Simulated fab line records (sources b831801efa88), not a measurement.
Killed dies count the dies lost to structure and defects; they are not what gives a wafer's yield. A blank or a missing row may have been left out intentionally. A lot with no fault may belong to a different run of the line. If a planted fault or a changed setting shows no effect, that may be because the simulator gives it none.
Struck lot and sound lot, side by side :: flow sky130 :: 15 out of 708 route steps
Sound: these wafers, L421.2, L421.4, L421.5. Struck: wafer L435.6. (L435.5 of the same lot was not struck and is left out.) The cause comes at the end.
Each step with rows lists, per side, the tool, then ch with its chambers, then its first start. Under that, the readings that differ: sound wafers :: struck wafers :: difference of the means :: sigmas: that difference in standard deviations of wafers without a fault.
alike: readings whose means differ by less than 2 such deviations, and words and numbers that are the same on both sides. not compared: withheld readings, readings that some wafer has no value for, bounds like >300 that may hide the same value, and numbers for which the record gives no deviation and whose values overlap.
Wherever a step has rows on one side only, a row that says differs or no value, or a row with sigmas, the two part there. Numbers that have no deviation but don't overlap get no sigmas and don't part them. Lack of a reading on every wafer of one side parts them only where that side has two or more wafers.

first, 8 steps without rows for these wafers: SKY_POLY_GATE_DEHYDRATE_05 (time 60 s); SKY_POLY_GATE_HMDS_06 (prime time 60 s); SKY_POLY_GATE_COAT_07 (resist thk 110 nm); SKY_POLY_GATE_COAT_08 (resist thk 450 nm); SKY_POLY_GATE_SOFTBAKE_09 (time 90 s); SKY_POLY_GATE_EXPOSE_10 (exposes mask P1M, target cd 150 nm); SKY_POLY_GATE_PEB_11; SKY_POLY_GATE_DEVELOP_12 (develop time 60 s).
SKY_POLY_GATE_CD_MEAS_13: the cd target is 150 nm.
  sound on cd_sem-01, day 18 04:01; struck on cd_sem-02, day 22 19:00
  alike: cd_nm
SKY_POLY_GATE_OVL_MEAS_14:
  sound on overlay-02, day 18 04:08; struck on overlay-01, day 22 19:04
  alike: POLY_GATE_OVL
SKY_POLY_GATE_ETCH_15: etches BARC in N2/H2, stops on SiO2, time 118.5 s, target depth 110 nm.
  sound on rie_diel-01 ch 1,2, day 18 04:10; struck on rie_diel-03 ch 2, day 22 19:07
  alike: chamber_pressure_mTorr, drypump_motor_current_A, oes_product_au, throttle_valve_pct
  not compared: rf_hours_counter_h
SKY_POLY_GATE_ETCH_16: etches Si3N4 in CH3F/O2, stops on poly-Si, time 147.5 s, target depth 75 nm.
  sound on rie_diel-01 ch 1,2, day 18 04:14; struck on rie_diel-03 ch 2, day 22 19:13
  alike: chamber_pressure_mTorr, drypump_motor_current_A, oes_product_au, throttle_valve_pct
  not compared: rf_hours_counter_h
SKY_POLY_GATE_ETCH_17: etches poly-Si in HBr/Cl2, stops on SiO2, target depth 180 nm, time 70.5 s.
  sound on rie_si-01 ch 0,3, day 18 04:20; struck on rie_si-01 ch 2, day 22 19:17
reading: oes_product_au (a.u.)
sound: 0.987 0.994 0.971
struck: 0.879
difference: -0.105
sigmas: -12

reading: model.etch.depth_nm (nm)
sound: 174.6 180.2 175
struck: 149.6
difference: -27.0
sigmas: 

reading: model.POLY_GATE.feature_depth_nm (nm)
sound: 174.6 180.2 175
struck: 149.6
difference: -27.0
sigmas: 

reading: model.KrF-thick_of_POLY_GATE_COAT_08.thk_nm (nm)
sound: 142.6 134.9 140.6
struck: 152.4
difference: +13.0
sigmas: 
  alike: chamber_pressure_mTorr, drypump_motor_current_A, throttle_valve_pct
  not compared: rf_hours_counter_h
SKY_POLY_GATE_STRIP_18: strips in O2/N2.
  sound on plasma_asher-03 ch 0,1, day 18 04:24; struck on plasma_asher-03 ch 1, day 22 19:23
reading: strip_time_to_endpoint_s (s)
sound: 3.19 3.14 3.19
struck: 3.29
difference: +0.12
sigmas: +2
  alike: chamber_pressure_mTorr, drypump_motor_current_A, oes_product_au
  not compared: rf_hours_counter_h
then, 1 step without rows for these wafers: SKY_POLY_GATE_CLEAN_19 (cleans in SC1/SC2, time 150 s).

## WHERE THEY PART
Earliest at SKY_POLY_GATE_ETCH_17; latest, in this record, at SKY_POLY_GATE_STRIP_18.

WHY: whatever the simulator had introduced
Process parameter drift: rie_si-01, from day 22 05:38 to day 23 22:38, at SKY_POLY_GATE_ETCH_17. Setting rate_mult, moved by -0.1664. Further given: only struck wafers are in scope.
